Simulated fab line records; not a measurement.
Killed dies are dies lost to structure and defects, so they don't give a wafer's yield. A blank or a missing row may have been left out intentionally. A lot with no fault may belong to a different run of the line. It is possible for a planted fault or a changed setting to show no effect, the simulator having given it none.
Struck lot and sound lot, side by side || flow sky130 || 18 steps out of a route of 708
Sound: wafers L742.1, L742.2, L742.3. Wafers L745.1, L745.2, L745.3 were the ones struck. Last of all comes the cause.
Order at every step that has rows: each side's tool, ch and its chambers, its first start. Under that, the readings that differ: sound wafers || struck wafers || difference of the means || sigmas: that difference in standard deviations of wafers without a fault.
alike: a reading whose means differ by less than 2 such deviations, as well as words and numbers matching on both sides. not compared: withheld readings; readings where some wafer has no value; bounds like >300 that might hide an equal value; numbers whose values overlap and for which the record gives no deviation.
Wherever a step has rows on one side only, a row that says differs or no value, or a row with sigmas, the two part there. Numbers that don't overlap but have no deviation are shown without sigmas and don't part them. A reading that every wafer of one side lacks parts them only if that side has two wafers or more.

first, 3 steps without rows for these wafers: SKY_LI_CONTACT_EXPOSE_09 (exposes mask LICM1, target cd 170 nm); SKY_LI_CONTACT_PEB_10; SKY_LI_CONTACT_DEVELOP_11 (develop time 60 s).
SKY_LI_CONTACT_CD_MEAS_12: the cd target is 170 nm.
  sound on cdSem-01 at day 33 15:52; struck on cdSem-01 at day 34 12:01
  alike: cdNm
SKY_LI_CONTACT_OVL_MEAS_13:
  sound on overlay-02 at day 33 15:59; struck on overlay-01 at day 34 12:08
  alike: LI_CONTACT_OVL
SKY_LI_CONTACT_ETCH_14: etches BARC in N2/H2, stops on SiO2, time 45.9 s, target depth 60 nm.
  sound on rieDiel-03 ch 0,1,2, day 33 16:01; struck on rieDiel-04 ch 0,2,3, day 34 12:10
  alike: drypumpMotorCurrentA, oesProductAu, throttleValvePct
  not compared: rfHoursCounterH
SKY_LI_CONTACT_ETCH_15: etches PSG in C4F8/O2/Ar, stops on Si, target depth 600 nm.
  sound on rieDiel-03 ch 0,1,2, day 33 16:04; struck on rieDiel-04 ch 0,2,3, day 34 12:13
  alike: oesProductAu
SKY_LI_CONTACT_STRIP_16: strips in O2/N2.
  sound on plasmaAsher-03 ch 0,1, day 33 16:09; struck on plasmaAsher-03 ch 0,1, day 34 12:18
  alike: drypumpMotorCurrentA, oesProductAu, stripTimeToEndpointS
  not compared: rfHoursCounterH
then, 3 steps without rows for these wafers: SKY_LI_CONTACT_CLEAN_17 (cleans in NMP, time 600 s); SKY_LI_CONTACT_PRE_CLEAN_18 (time 5.6 s); SKY_LI_CONTACT_SPUTTER_19 (material Ti, target thk 20 nm, time 106.37 s).
SKY_LI_CONTACT_SPUTTER_20: material TiN, target thk 20 nm, time 80 s.
  sound on pvdSputter-01 at day 33 16:31; struck on pvdSputter-02 at day 34 12:41
  alike: throttleValvePct
SKY_LI_CONTACT_CVD_21: deposits W, target thk 400 nm, time 120.56 s.
  sound on cvdW-02 ch 0,1, day 33 16:35; struck on cvdW-01 ch 0,1, day 34 12:45
{"reading": "model.W_of_LI_CONTACT_CVD_21.thkNm (nm)", "sound": "388.5 394.2 391", "struck": "445.4 441.4 442.2", "difference": "+51.8", "sigmas": ""}
  alike: heaterPowerW
SKY_LI_CONTACT_RS_MEAS_22: a four-point-probe measurement.
  sound on filmMetro-01 at day 33 16:43; struck on filmMetro-02 at day 34 12:52
{"reading": "LI_CONTACT_W_RS (ohm/sq)", "sound": "0.2933 0.2892 0.2915", "struck": "0.2556 0.2585 0.2581", "difference": -0.0339, "sigmas": -12}
SKY_LI_CONTACT_THK_MEAS_23: measures by xrf.
  sound on filmMetro-01 at day 33 16:50; struck on filmMetro-02 at day 34 12:59
{"reading": "LI_CONTACT_W_THK (nm)", "sound": "386 392 388", "struck": "437 437 440", "difference": "+49", "sigmas": "+8"}
SKY_LI_CONTACT_CMP_24: polishes, stops on PSG, t overpolish 20 s, target thk 0 nm.
  sound on cmp-01 ch 0,2,3, day 33 16:53; struck on cmp-02 ch 1,2,3, day 34 13:03
{"reading": "timeToEndpointS (s)", "sound": "87 87 85", "struck": "112 106 110", "difference": "+23", "sigmas": "+7"}
  alike: headPressurePsi, motorCurrentA, retainingRingPressureFrac
SKY_LOCAL_INTERCONNECT_SPUTTER_00: material TiN, target thk 100 nm, time 83.3 s.
  sound on pvdSputter-04 at day 33 17:11; struck on pvdSputter-03 at day 34 13:21
  alike: throttleValvePct
-- record jumps: 15 days separate the struck wafers' starts on either side; left off in module LOCAL_INTERCONNECT, taken up again in module PAD_OPEN, whose first shown step is the route's number 708 --
SKY_PAD_OPEN_PROBE_99:
  only the struck wafers here have rows in the record (prober-02, day 49 19:19); the sound ones have none

== WHERE THEY PART ==
At SKY_LI_CONTACT_RS_MEAS_22 first; at SKY_PAD_OPEN_PROBE_99 last (within this record only).

WHY: whatever the simulator had introduced
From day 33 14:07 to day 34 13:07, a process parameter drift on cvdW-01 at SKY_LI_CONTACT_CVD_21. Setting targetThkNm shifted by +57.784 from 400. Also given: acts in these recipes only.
